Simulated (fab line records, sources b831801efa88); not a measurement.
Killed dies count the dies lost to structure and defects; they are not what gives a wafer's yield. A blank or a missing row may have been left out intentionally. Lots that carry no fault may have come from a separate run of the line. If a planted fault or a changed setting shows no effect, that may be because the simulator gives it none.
What tool caused it? ; flow sky130 ; 39 wafers from 13 lots sampled at 4 of the route's 708 steps

== WHAT THE GAUGES READ, wafer by wafer ==
SKY_CONTACT_THK_MEAS_26: measures by xrf.
lot;measured;on;CONTACT_W_THK (nm)
L181;day 32 08:01;filmMetro-03;342 336 338
L182;day 32 08:40;filmMetro-04;339 338 344
L184;day 32 12:13;filmMetro-04;332 333 336
L186;day 33 08:17;filmMetro-03;336 339 334
L188;day 34 00:56;filmMetro-02;341 329 329
L191;day 35 00:07;filmMetro-02;342 334 337
L192;day 35 04:53;filmMetro-04;334 339 337
L196;day 36 08:43;filmMetro-02;336 340 336
L197;day 36 18:20;filmMetro-03;332 329 326
L201;day 38 07:00;filmMetro-04;346 342 349
L202;day 38 21:37;filmMetro-02;334 344 338
L203;day 38 23:10;filmMetro-04;339 341 339
L204;day 39 14:58;filmMetro-03;334 332 334

== TOOL THAT RAN EACH LOT (tool first, then ch and the chambers of the sampled wafers, then the start) ==
lot;SKY_CONTACT_SOFTBAKE_10;SKY_CONTACT_ETCH_16;SKY_CONTACT_SPUTTER_23
L181;lithoTrack-01 ch 0, day 31 16:00;rieDiel-01 ch 0,3, day 32 06:59;pvdSputter-01, day 32 07:43
L182;lithoTrack-02 ch 0, day 31 17:00;rieDiel-01 ch 0,1,3, day 32 07:38;pvdSputter-02, day 32 08:22
L184;lithoTrack-01 ch 0, day 31 21:00;rieDiel-03 ch 0,2, day 32 11:05;pvdSputter-03, day 32 11:49
L186;lithoTrack-01 ch 0, day 32 17:00;rieDiel-01 ch 0,1,3, day 33 07:16;pvdSputter-03, day 33 07:58
L188;lithoTrack-01 ch 0, day 33 11:00;rieDiel-01 ch 0,2,3, day 33 23:53;pvdSputter-01, day 34 00:39
L191;lithoTrack-02 ch 0, day 34 10:00;rieDiel-04 ch 0,1, day 34 23:05;pvdSputter-02, day 34 23:49
L192;lithoTrack-02 ch 0, day 34 15:00;rieDiel-04 ch 1,2, day 35 03:50;pvdSputter-01, day 35 04:34
L196;lithoTrack-01 ch 0, day 35 17:00;rieDiel-04 ch 0,1,2, day 36 07:38;pvdSputter-01, day 36 08:26
L197;lithoTrack-03 ch 0, day 36 04:00;rieDiel-03 ch 1,3, day 36 17:11;pvdSputter-01, day 36 18:02
L201;lithoTrack-01 ch 0, day 37 17:00;rieDiel-03 ch 1,3, day 38 05:56;pvdSputter-03, day 38 06:41
L202;lithoTrack-01 ch 0, day 38 07:00;rieDiel-01 ch 1,2, day 38 20:35;pvdSputter-01, day 38 21:19
L203;lithoTrack-01 ch 0, day 38 09:00;rieDiel-03 ch 1,2, day 38 22:08;pvdSputter-01, day 38 22:52
L204;lithoTrack-03 ch 0, day 39 01:00;rieDiel-04 ch 1,2, day 39 13:56;pvdSputter-01, day 39 14:40
- SKY_CONTACT_SOFTBAKE_10: time 90 s.
- SKY_CONTACT_ETCH_16: etches BARC in N2/H2, stops on SiO2, time 45.9 s, target depth 60 nm.
- SKY_CONTACT_SPUTTER_23: material TiN, target thk 20 nm, time 80 s.

== WHAT THE TOOLS THEMSELVES READ (means of the sampled wafers that have a number; where no wafer has one, the mark that the record gives instead) ==
SKY_CONTACT_SOFTBAKE_10.
lot;tool;runLengthS (s)
L181;lithoTrack-01;118.92
L182;lithoTrack-02;119.22
L184;lithoTrack-01;118.99
L186;lithoTrack-01;118.83
L188;lithoTrack-01;119.02
L191;lithoTrack-02;124.18
L192;lithoTrack-02;124.31
L196;lithoTrack-01;118.92
L197;lithoTrack-03;119.61
L201;lithoTrack-01;118.89
L202;lithoTrack-01;118.95
L203;lithoTrack-01;118.97
L204;lithoTrack-03;119.56

SKY_CONTACT_ETCH_16.
lot;tool;drypumpMotorCurrentA (A);h2FlowSccm (sccm);oesProductAu (a.u.);throttleValvePct (%)
L181;rieDiel-01;5.4;199.2;0.849;13.221
L182;rieDiel-01;5.5;200.1;0.855;13.230
L184;rieDiel-03;5.9;200.1;0.853;13.231
L186;rieDiel-01;5.6;199.6;0.851;13.235
L188;rieDiel-01;5.5;200.5;0.854;13.228
L191;rieDiel-04;6.0;200.1;0.856;13.229
L192;rieDiel-04;6.4;200.9;0.852;13.231
L196;rieDiel-04;6.1;199.4;0.855;13.227
L197;rieDiel-03;6.2;199.5;0.851;13.232
L201;rieDiel-03;6.1;199.6;0.852;13.224
L202;rieDiel-01;5.5;199.9;0.861;13.214
L203;rieDiel-03;6.0;199.8;0.855;13.225
L204;rieDiel-04;6.4;199.7;0.855;13.228

SKY_CONTACT_SPUTTER_23.
lot;tool;chamberPressurePa (Pa);throttleValvePct (%)
L181;pvdSputter-01;5.000;29.8
L182;pvdSputter-02;5.002;29.5
L184;pvdSputter-03;4.991;29.5
L186;pvdSputter-03;5.007;29.9
L188;pvdSputter-01;5.003;29.7
L191;pvdSputter-02;5.007;29.6
L192;pvdSputter-01;5.003;29.6
L196;pvdSputter-01;5.002;29.7
L197;pvdSputter-01;4.994;29.7
L201;pvdSputter-03;5.005;28.7
L202;pvdSputter-01;5.000;29.6
L203;pvdSputter-01;4.989;29.6
L204;pvdSputter-01;5.003;29.4

== THE ANSWER, worked out from the rows above alone ==
Rule: what is usual is taken from the lots themselves. Put in order of their means at a reading, lots are off if they are a third of the lots or fewer, leave a main group of 4 or more, and stand apart from it by a gap of 3 or more times the standard deviation of the main group's means; of several such gaps the widest counts. If all means in a main group match to the digits the tables above print for the reading, that group is not used. Also off: a lot with no number at a reading for which 4 or more lots have one. All remaining lots with rows at the step are treated as sound. Order of review: gauges by route order, followed by the tools' own readings, for which a lot's mean as printed above is used. The first step at which some lot is off is used, and at that step the reading that is off furthest; a lot without a number counts as furthest.
Off: L191, L192 (SKY_CONTACT_SOFTBAKE_10, runLengthS). The main group has a mean of 119.08 s with a standard deviation of 0.26.
A tool fits if, at that step or a process step before it, it ran every lot that is off, and no sound lot after the first of them. One candidate fits, namely lithoTrack-02 at SKY_CONTACT_SOFTBAKE_10. Its last sound lot is L182 (day 31 17:00), its first lot that is off L191 (day 34 10:00): a fault that began between those two fits.
On the lots that are off, the tool's own readings at SKY_CONTACT_SOFTBAKE_10 differ by more than 5 times the standard deviation of the sound lots' means, which bears it out; runLengthS reads 124.25 s there versus 119.08 s on the sound lots.

== WHAT THE SIMULATOR PUT IN ==
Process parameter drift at SKY_CONTACT_SOFTBAKE_10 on lithoTrack-02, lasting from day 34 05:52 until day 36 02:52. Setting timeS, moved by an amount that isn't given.
Shown lots that were struck: L191, L192. The rule above reached the same finding.
